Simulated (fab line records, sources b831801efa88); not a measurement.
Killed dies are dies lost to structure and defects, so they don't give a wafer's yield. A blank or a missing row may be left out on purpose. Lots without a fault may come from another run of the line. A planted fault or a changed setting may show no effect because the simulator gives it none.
Which tool did it? | flow gf180mcu | 13 lots, 37 wafers sampled, at 6 steps of a route of 602

WHAT THE GAUGES READ, wafer by wafer
GF_STI_THK_MEAS_04.
lot  | measured    | on            | STI_CVD_03_THK (nm)
L585 | day 1 23:34 | film_metro-01 | 209.4 207.3 208.3
L586 | day 2 04:55 | film_metro-01 | 206.3 206.1 206.6
L590 | day 3 00:50 | film_metro-03 | 207.8 208.5 206.5
L591 | day 3 07:29 | film_metro-01 | 205.9 204.1 204.7
L592 | day 3 11:48 | film_metro-01 | 208.4 210.4 207.4
L594 | day 3 21:50 | film_metro-03 | 208.4 210.5
L595 | day 4 01:35 | film_metro-01 | 203.9 204.0 204.4
L596 | day 4 08:12 | film_metro-02 | 205.1 206.6 206.1
L599 | day 4 21:34 | film_metro-03 | 207.7 207.4
L601 | day 5 07:35 | film_metro-02 | 209.4 209.0 209.1
L604 | day 5 22:34 | film_metro-02 | 204.3 206.3 206.7
L605 | day 6 04:03 | film_metro-01 | 205.7 205.5 205.3
L606 | day 6 09:29 | film_metro-02 | 206.2 207.6 206.9

GF_VT_IMPLANT_OVL_MEAS_18.
lot  | measured     | on         | VT_IMPLANT_01_OVL (nm)
L585 | day 6 18:31  | overlay-01 | 0.9 0.1 1.6
L586 | day 7 01:06  | overlay-02 | 0.5 0.8 -0.1
L590 | day 8 00:19  | overlay-02 | 1.5 1.9 1.9
L591 | day 8 09:59  | overlay-02 | -0.6 -0.8 -1.6
L592 | day 8 15:30  | overlay-01 | -0.5 -0.2 -0.2
L594 | day 9 05:19  | overlay-02 | -2.6 -
L595 | day 9 12:47  | overlay-02 | -0.8 -0.2 0.9
L596 | day 9 19:26  | overlay-02 | 0.5 -0.6 -0.3
L599 | day 10 10:12 | overlay-02 | 0.0 -
L601 | day 11 00:52 | overlay-01 | 2.0 - 0.4
L604 | day 11 18:14 | overlay-01 | 0.6 0.9 -1.0
L605 | day 12 01:03 | overlay-02 | 1.5 0.7 0.4
L606 | day 12 08:19 | overlay-01 | 0.0 0.2 0.7

GF_VT_IMPLANT_TW_MEAS_21.
lot  | measured     | on            | VT_IMPLANT_2_TW
L585 | day 6 18:48  | film_metro-04 | 1208 1205 1207
L586 | day 7 01:23  | film_metro-01 | 1187 1185 1188
L590 | day 8 00:37  | film_metro-04 | 1194 1195 1197
L591 | day 8 10:17  | film_metro-01 | 1185 1191 1187
L592 | day 8 15:50  | film_metro-01 | 1191 1190 1193
L594 | day 9 05:37  | film_metro-01 | 1201 29
L595 | day 9 13:05  | film_metro-01 | 1198 1190 1193
L596 | day 9 19:44  | film_metro-04 | 1207 1194 1199
L599 | day 10 10:29 | film_metro-04 | 1201 30
L601 | day 11 01:09 | film_metro-01 | 1197 29 1195
L604 | day 11 18:31 | film_metro-04 | 1182 1194 1195
L605 | day 12 01:21 | film_metro-01 | 1200 1199 1199
L606 | day 12 08:37 | film_metro-04 | 1191 1188 1191

GF_HV_LDD_OVL_MEAS_32.
lot  | measured     | on         | HV_LDD_02_OVL (nm)
L585 | day 12 04:00 | overlay-02 | 0.7 -1.0 0.2
L586 | day 12 11:25 | overlay-02 | 1.3 3.2 3.3
L590 | day 13 14:38 | overlay-01 | -0.1 1.1 0.3
L591 | day 14 06:38 | overlay-02 | 0.1 0.2 -1.3
L592 | day 14 13:52 | overlay-01 | -2.3 -2.2 -3.1
L594 | day 15 07:51 | overlay-01 | -1.6
L595 | day 15 16:49 | overlay-01 | 2.5 1.9 2.2
L596 | day 16 03:13 | overlay-01 | -0.4 -0.8 0.2
L599 | day 17 00:52 | overlay-02 | -0.5
L601 | day 17 14:57 | overlay-02 | 1.9 0.8
L604 | day 18 15:26 | overlay-02 | -0.6 -1.0 -1.6
L605 | day 18 23:45 | overlay-01 | 1.6 1.1 1.2
L606 | day 19 07:43 | overlay-02 | 1.0 -0.1 -0.8

WHICH TOOL RAN EACH LOT (tool, then ch and the chambers of the sampled wafers, then the start)
lot  | GF_VT_IMPLANT_DEVELOP_17          | GF_POLY_GATE_ETCH_12
L585 | litho_track-02 ch 0, day 6 18:23  | rie_diel-04 ch 0,3, day 9 20:41
L586 | litho_track-02 ch 0, day 7 00:57  | rie_diel-03 ch 1,2, day 10 02:34
L590 | litho_track-01 ch 0, day 8 00:13  | rie_diel-02 ch 0,1,3, day 11 04:28
L591 | litho_track-04 ch 0, day 8 09:52  | rie_diel-04 ch 0,1,3, day 11 16:05
L592 | litho_track-02 ch 0, day 8 15:21  | rie_diel-03 ch 0,1,3, day 11 20:46
L594 | litho_track-02 ch 0, day 9 05:12  | rie_diel-03 ch 3, day 12 12:34
L595 | litho_track-04 ch 0, day 9 12:42  | rie_diel-03 ch 0,1,3, day 12 22:38
L596 | litho_track-01 ch 0, day 9 19:17  | rie_diel-03 ch 1,2,3, day 13 08:52
L599 | litho_track-02 ch 0, day 10 10:03 | rie_diel-04 ch 3, day 14 07:17
L601 | litho_track-02 ch 0, day 11 00:44 | rie_diel-03 ch 0,2, day 14 19:05
L604 | litho_track-04 ch 0, day 11 18:06 | rie_diel-03 ch 0,1,2, day 15 12:16
L605 | litho_track-01 ch 0, day 12 00:56 | rie_diel-04 ch 0,1, day 15 18:32
L606 | litho_track-04 ch 0, day 12 08:10 | rie_diel-03 ch 1,2,3, day 16 03:46
- GF_VT_IMPLANT_DEVELOP_17: develop time 60 s.
- GF_POLY_GATE_ETCH_12: etches BARC in N2/H2.

WHAT THE TOOLS THEMSELVES READ (means of the sampled wafers that have a number; where no wafer has one, the mark that the record gives instead)
GF_VT_IMPLANT_DEVELOP_17.
lot  | tool           | resist_line_temp_C (C)
L585 | litho_track-02 | 22.87
L586 | litho_track-02 | 23.03
L590 | litho_track-01 | 22.96
L591 | litho_track-04 | 23.12
L592 | litho_track-02 | 22.92
L594 | litho_track-02 | 22.98
L595 | litho_track-04 | 22.98
L596 | litho_track-01 | 23.02
L599 | litho_track-02 | 23.01
L601 | litho_track-02 | 22.97
L604 | litho_track-04 | 23.04
L605 | litho_track-01 | 23.10
L606 | litho_track-04 | 23.04

GF_POLY_GATE_ETCH_12.
lot  | tool        | drypump_motor_current_A (A) | oes_product_au (a.u.) | throttle_valve_pct (%)
L585 | rie_diel-04 | 5.7                         | 0.735                 | 13.205
L586 | rie_diel-03 | 4.9                         | 0.736                 | 13.212
L590 | rie_diel-02 | 5.5                         | 0.740                 | 13.203
L591 | rie_diel-04 | 5.6                         | 0.734                 | 13.218
L592 | rie_diel-03 | 5.6                         | 0.739                 | 13.220
L594 | rie_diel-03 | 5.9                         | 0.731                 | 13.206
L595 | rie_diel-03 | 5.6                         | 0.733                 | 13.219
L596 | rie_diel-03 | 5.2                         | 0.739                 | 13.208
L599 | rie_diel-04 | 5.1                         | 0.738                 | 13.220
L601 | rie_diel-03 | 5.4                         | 0.736                 | 13.226
L604 | rie_diel-03 | 5.2                         | 0.733                 | 13.218
L605 | rie_diel-04 | 5.9                         | 0.731                 | 13.222
L606 | rie_diel-03 | 5.2                         | 0.738                 | 13.215

THE ANSWER, worked out from the rows above alone
Rule: what is usual is taken from the lots themselves. Put in order of their means at a reading, lots are off if they are a third of the lots or fewer, leave a main group of 4 or more, and stand apart from it by a gap of 3 or more times the standard deviation of the main group's means; of several such gaps the widest counts. A main group whose means are all the same, to the digits that the tables above print for the reading, isn't used. A lot without any number at a reading at which 4 lots or more have one is off too. The other lots that the step has rows for count as sound. The gauges are gone through in route order, then the tools' own readings, and for those a lot's mean is taken as printed above. The first step at which some lot is off is used, and at that step the reading that is off furthest; a lot without a number counts as furthest.
Off: L594, L599, L601, at GF_VT_IMPLANT_TW_MEAS_21 (VT_IMPLANT_2_TW). The main group: mean 1194, standard deviation 6.
A tool fits if, at a process step before that reading, it ran every lot that is off, and no sound lot after the first of them. The gauges at GF_VT_IMPLANT_TW_MEAS_21 are tried like those tools. One fits: litho_track-02 at GF_VT_IMPLANT_DEVELOP_17. Its last sound lot is L592 (day 8 15:21), its first lot that is off L594 (day 9 05:12): a fault that began between those two fits.

WHAT THE SIMULATOR HAD PUT IN
Process parameter drift: litho_track-02, from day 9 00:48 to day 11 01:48, at GF_VT_IMPLANT_DEVELOP_17. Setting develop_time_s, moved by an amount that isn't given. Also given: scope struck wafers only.
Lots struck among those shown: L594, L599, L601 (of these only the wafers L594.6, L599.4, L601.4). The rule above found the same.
